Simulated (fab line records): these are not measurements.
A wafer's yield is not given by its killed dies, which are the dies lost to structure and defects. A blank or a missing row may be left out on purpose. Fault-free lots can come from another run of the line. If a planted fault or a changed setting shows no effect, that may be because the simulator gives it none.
fab line records	flow sky130
[record] lots = 12	wafers = 36	last-day = 50
route steps=708 shown GATE_OXIDE@198 METAL1@449 VIA1@459
lots untouched by any fault: they come from a run of this same line in which no faults occurred
start-h: hours from the record's opening day to when the first of the lot's shown wafers began	wait-h: how many hours have passed since the lot's step before this one	" same as the row above	L1.1+2: one row covering several wafers at once	- no value, or no start was given	* or withheld: withheld	< > ~ a bound
route shown NAME@n: names a module that has steps shown in the file, with the first one's number in the route	usual: the fault-free wafers' mean and standard deviation	same: alike in all rows	chamber/n: place in a boat	sites: the reading at each site	_std_site: how widely they spread, as a standard deviation	_edge_site: outer sites' mean less inner sites'	radius-mm: for every site, how far away it sits from the centre of the wafer	mask NAME#n: copy n	behind: the tool/chamber that last shaped the wafer	hold: the reason the lot was held/the length of the hold in hours/how it ended	device: the n, p or np transistor that did not switch	end of line: the tests these same wafers got at the end of their route	where a step has no rows: the recipe by itself	killed: not the wafer's yield, but the dies lost to structure and defects at the first sort	map: per-die view of a wafer (x killed, . not killed, _ where there is no die)
set.NAME: the setting as run; set.NAME@STEP: as run at that earlier step	model.NAME: the simulator's own value behind a step, which no gauge read
one table for each step of the route and one row for each wafer, over a sample of lots
services: the hour from which a tool's chamber was out of use, counted from the record's first day as start-h (under 0 if before that day), plus the number of hours and why
[[steps]]
[step SKY_GATE_OXIDE_IMPLANT_11]
[recipe] species = B	energy-kev = 10	dose-cm2 = 2.642e+12	tilt-deg = withheld
[usual] beam-on-s = 10.02/0.19	faraday-current-uA = 14.89/0.28
lot.wafer	tool	chamber	start-h	wait-h	beam-on-s	faraday-current-uA
L172.4	implanter-01	0	329.23	0.1	10.42	14.32
L172.5	"	0	"	"	10.04	14.92
L172.6	"	0	"	"	9.95	15.00
L170.3	implanter-04	0	329.34	0.1	9.99	14.90
L170.4	"	0	"	"	9.83	15.15
L170.6	"	0	"	"	10.14	14.67
L173.4	implanter-03	0	329.67	0.1	10.38	14.40
L173.5	"	0	"	"	9.93	14.95
L173.6	"	0	"	"	9.72	15.35
L174.2	implanter-04	0	379.63	0.0	9.84	15.20
L174.4	"	0	"	"	9.85	15.09
L174.5	"	0	"	"	10.01	14.90
L176.1	implanter-04	0	381.09	0.0	10.19	14.58
L176.2	"	0	"	"	9.86	15.16
L176.4	"	0	"	"	10.08	14.77
L178.1	implanter-04	0	384.14	0.0	10.04	14.89
L178.4	"	0	"	"	10.11	14.80
L178.6	"	0	"	"	10.17	14.70
L179.2	implanter-04	0	390.27	0.0	9.74	15.20
L179.4	"	0	"	"	10.08	14.78
L179.6	"	0	"	"	10.39	14.36
L181.1	implanter-04	0	396.34	0.0	9.88	15.08
L181.2	"	0	"	"	10.31	14.48
L181.3	"	0	"	"	9.86	15.11
L183.2	implanter-03	0	413.93	0.0	9.93	15.00
L183.4	"	0	"	"	9.92	15.07
L183.6	"	0	"	"	9.95	14.90
L185.2	implanter-01	0	435.73	0.0	10.31	14.42
L185.3	"	0	"	"	9.87	15.14
L185.4	"	0	"	"	10.15	14.66
L190.4	implanter-04	0	482.46	0.1	11.76	12.69
L190.5	"	0	"	"	11.44	13.00
L190.6	"	0	"	"	11.54	12.97
L191.1	implanter-04	0	492.05	0.0	11.80	12.66
L191.4	"	0	"	"	11.21	13.24
L191.6	"	0	"	"	11.64	12.74
[step SKY_GATE_OXIDE_TW_MEAS_14]
[usual] GATE_OXIDE_TW = 226.3/1.4
lot.wafer	tool	chamber	start-h	wait-h	GATE_OXIDE_TW
L172.4	film-metro-03	-	329.53	0.1	227.3
L172.5	"	-	"	"	226.8
L172.6	"	-	"	"	227.9
L170.3	film-metro-04	-	329.66	0.1	224.5
L170.4	"	-	"	"	223.2
L170.6	"	-	"	"	224.4
L173.4	film-metro-03	-	329.97	0.1	228.1
L173.5	"	-	"	"	227.2
L173.6	"	-	"	"	228.1
L174.2	film-metro-04	-	379.96	0.1	223.8
L174.4	"	-	"	"	226.2
L174.5	"	-	"	"	224.3
L176.1	film-metro-03	-	381.44	0.1	226.8
L176.2	"	-	"	"	226.7
L176.4	"	-	"	"	226.2
L178.1	film-metro-04	-	384.49	0.1	224.7
L178.4	"	-	"	"	225.5
L178.6	"	-	"	"	224.5
L179.2	film-metro-01	-	390.60	0.1	229.3
L179.4	"	-	"	"	229.0
L179.6	"	-	"	"	229.1
L181.1	film-metro-04	-	396.69	0.1	224.4
L181.2	"	-	"	"	224.1
L181.3	"	-	"	"	225.7
L183.2	film-metro-03	-	414.27	0.1	227.3
L183.4	"	-	"	"	227.9
L183.6	"	-	"	"	229.1
L185.2	film-metro-01	-	436.07	0.1	226.1
L185.3	"	-	"	"	225.5
L185.4	"	-	"	"	226.2
L190.4	film-metro-01	-	482.82	0.1	233.5
L190.5	"	-	"	"	234.4
L190.6	"	-	"	"	235.5
L191.1	film-metro-01	-	492.40	0.1	234.7
L191.4	"	-	"	"	234.3
L191.6	"	-	"	"	234.0
[step SKY_METAL1_CD_MEAS_15]
[recipe] target-cd-nm = 140
[usual] cd-nm = 139.8/1.7
lot.wafer	tool	chamber	start-h	wait-h	cd-nm
L170.3	cd-sem-02	-	786.90	-	140.6
L170.4	"	-	"	"	140.7
L170.6	"	-	"	"	139.9
L173.4	cd-sem-02	-	791.07	-	141.0
L173.5	"	-	"	"	142.1
L173.6	"	-	"	"	141.8
L172.4	cd-sem-02	-	791.43	-	138.1
L172.5	"	-	"	"	135.8
L172.6	"	-	"	"	136.7
L174.2	cd-sem-01	-	836.27	-	137.9
L174.4	"	-	"	"	138.8
L174.5	"	-	"	"	137.4
L176.1	cd-sem-01	-	838.47	-	140.7
L176.2	"	-	"	"	141.6
L176.4	"	-	"	"	141.6
L178.1	cd-sem-02	-	840.32	-	138.6
L178.4	"	-	"	"	139.0
L178.6	"	-	"	"	139.9
L179.2	cd-sem-02	-	850.19	-	139.6
L179.4	"	-	"	"	139.6
L179.6	"	-	"	"	139.7
L181.1	cd-sem-02	-	850.29	-	137.5
L181.2	"	-	"	"	138.5
L181.3	"	-	"	"	137.6
L183.2	cd-sem-02	-	862.28	-	142.6
L183.4	"	-	"	"	139.9
L183.6	"	-	"	"	142.3
L185.2	cd-sem-01	-	876.72	-	141.9
L185.3	"	-	"	"	141.5
L185.4	"	-	"	"	141.9
L190.4	cd-sem-02	-	916.43	-	143.2
L190.5	"	-	"	"	142.2
L190.6	"	-	"	"	142.3
L191.1	cd-sem-01	-	927.07	-	142.6
L191.4	"	-	"	"	142.0
L191.6	"	-	"	"	142.1
[step SKY_VIA1_THK_MEAS_01]
[recipe] reads = SiO2_of_VIA1_HDPCVD_00
[usual] VIA1_HDPCVD_THK = 1030/14
lot.wafer	tool	chamber	start-h	wait-h	VIA1_HDPCVD_THK[nm]
L170.3	film-metro-02	-	788.02	0.1	1010
L170.4	"	-	"	"	1005
L170.6	"	-	"	"	1001
L173.4	film-metro-02	-	792.13	0.0	1010
L173.5	"	-	"	"	1002
L173.6	"	-	"	"	996
L172.4	film-metro-04	-	792.67	0.0	1021
L172.5	"	-	"	"	1006
L172.6	"	-	"	"	1016
L174.2	film-metro-02	-	837.31	0.1	1024
L174.4	"	-	"	"	1038
L174.5	"	-	"	"	1038
L176.1	film-metro-03	-	839.74	0.1	1036
L176.2	"	-	"	"	1039
L176.4	"	-	"	"	1039
L178.1	film-metro-02	-	841.40	0.1	1054
L178.4	"	-	"	"	1040
L178.6	"	-	"	"	1028
L179.2	film-metro-04	-	851.62	0.1	1022
L179.4	"	-	"	"	1021
L179.6	"	-	"	"	1009
L181.1	film-metro-04	-	851.71	0.1	1040
L181.2	"	-	"	"	1043
L181.3	"	-	"	"	1036
L183.2	film-metro-04	-	863.57	0.1	1020
L183.4	"	-	"	"	1009
L183.6	"	-	"	"	1002
L185.2	film-metro-04	-	877.77	0.1	1037
L185.3	"	-	"	"	1047
L185.4	"	-	"	"	1026
L190.4	film-metro-03	-	917.47	0.0	1049
L190.5	"	-	"	"	1053
L190.6	"	-	"	"	1038
L191.1	film-metro-03	-	928.17	0.1	1029
L191.4	"	-	"	"	1039
L191.6	"	-	"	"	1032
[step SKY_VIA1_ETCH_15]
[recipe] target = SiO2	chemistry = C4F8/O2/Ar	target-depth-nm = 351	stop-on = TiN	mask-material = KrF-thick	source-w = 1520	bias-w = 1200	pressure-mtorr = 40	c4f8-flow-sccm = withheld	O2_flow_sccm = 6	Ar_flow_sccm = 300	time-s = 54
[usual] chamber-pressure-mTorr = 40.00/0.034	oes-product-au = 0.981/0.0066
lot.wafer	tool	chamber	start-h	wait-h	chamber-pressure-mTorr	oes-product-au	rf-hours-counter-h
L170.3	rie-diel-01	0	816.15	0.0	39.97	0.990	31
L170.4	"	1	"	"	40.03	0.987	18
L170.6	"	1	"	"	39.99	0.986	-
L173.4	rie-diel-04	1	819.41	0.0	39.99	0.978	22
L173.5	"	3	"	"	40.04	0.982	-
L173.6	"	2	"	"	40.01	0.982	-
L172.4	rie-diel-03	3	820.26	0.0	39.99	0.986	4
L172.5	"	3	"	"	39.96	0.986	-
L172.6	"	2	"	"	39.99	0.979	-
L174.2	rie-diel-01	1	864.21	0.0	40.04	0.976	20
L174.4	"	0	"	"	39.93	0.979	1
L174.5	"	1	"	"	40.05	0.983	-
L176.1	rie-diel-04	2	865.71	0.0	39.97	0.973	5
L176.2	"	3	"	"	39.97	0.990	15
L176.4	"	0	"	"	40.09	0.984	8
L178.1	rie-diel-04	0	867.72	0.0	40.02	0.974	8
L178.4	"	3	"	"	39.97	0.986	16
L178.6	"	3	"	"	39.95	0.980	-
L179.2	rie-diel-04	0	877.25	0.0	40.00	0.987	9
L179.4	"	2	"	"	39.98	0.972	6
L179.6	"	0	"	"	39.97	0.982	-
L181.1	rie-diel-03	2	878.01	0.0	40.02	0.988	8
L181.2	"	3	"	"	39.95	0.983	5
L181.3	"	1	"	"	40.01	0.985	6
L183.2	rie-diel-03	0	889.17	0.0	39.96	0.984	19
L183.4	"	3	"	"	40.01	0.982	6
L183.6	"	3	"	"	39.96	0.984	-
L185.2	rie-diel-04	0	903.66	0.0	39.97	0.983	10
L185.3	"	2	"	"	40.06	0.974	6
L185.4	"	3	"	"	39.94	0.981	17
L190.4	rie-diel-01	2	942.61	0.0	39.96	0.967	11
L190.5	"	0	"	"	39.99	0.993	-
L190.6	"	3	"	"	40.05	0.977	-
L191.1	rie-diel-01	2	953.20	0.0	39.95	0.980	12
L191.4	"	1	"	"	40.03	0.978	22
L191.6	"	3	"	"	40.05	0.982	-
[[services]]
tool	chamber	start-h	hours	kind
rie-diel-04	-	306.60	0.2	repair
rie-diel-04	1	354.19	4.9	repair
rie-diel-04	-	396.45	2.8	pm
implanter-04	-	419.84	1.5	repair
rie-diel-01	2	422.97	5.7	repair
rie-diel-01	3	440.92	1.7	repair
rie-diel-01	1	482.93	20.4	repair
rie-diel-01	0	487.41	3.2	repair
rie-diel-01	2	493.37	14.4	repair
rie-diel-04	3	623.78	6.0	repair
implanter-04	-	629.79	3.8	pm
implanter-04	-	646.13	2.7	repair
rie-diel-01	0	668.23	1.8	repair
rie-diel-04	3	674.31	8.3	repair
rie-diel-04	2	683.51	7.9	repair
rie-diel-04	0	708.33	4.6	repair
rie-diel-01	2	776.14	6.9	repair
rie-diel-01	2	799.37	4.4	repair
implanter-04	-	799.41	5.2	repair
rie-diel-04	-	840.51	1.9	repair
rie-diel-04	3	854.56	3.4	repair
implanter-04	-	859.90	2.3	repair
rie-diel-04	2	885.84	4.6	repair
rie-diel-04	-	907.71	2.2	repair
[[key]]
[first-sign] step = SKY_GATE_OXIDE_IMPLANT_11	reading = beam-on-s	direction = up	sigmas = 8.1	usual = 10.02	struck = 11.56
[effect] step = SKY_GATE_OXIDE_IMPLANT_11	reading = faraday-current-uA	direction = down	sigmas = 7.2	usual = 14.89	struck = 12.88
[effect] step = SKY_GATE_OXIDE_TW_MEAS_14	reading = GATE_OXIDE_TW	direction = up	sigmas = 5.6	usual = 226.3	struck = 234.4
met-at SKY_GATE_OXIDE_IMPLANT_11
struck-lots L190,L191
tester-left-out L190,L191
not-acting-at SKY_METAL1_CD_MEAS_15,SKY_VIA1_THK_MEAS_01,SKY_VIA1_ETCH_15
onset-between 396.34 482.46
[fault] kind = process-parameter-drift	tool = implanter-04	chamber = -	onset-h = 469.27	steps = SKY_GATE_OXIDE_IMPLANT_11	channel = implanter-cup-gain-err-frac	offset = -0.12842	shape = step	end-h = 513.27
// tester-left-out: of these lots the tester's yield and bins aren't shown, on N5 and GAA mostly nor the transistor test; their killed dies are dies lost to structure and defects alone, not to doping, threshold or leakage, so they don't give the yield
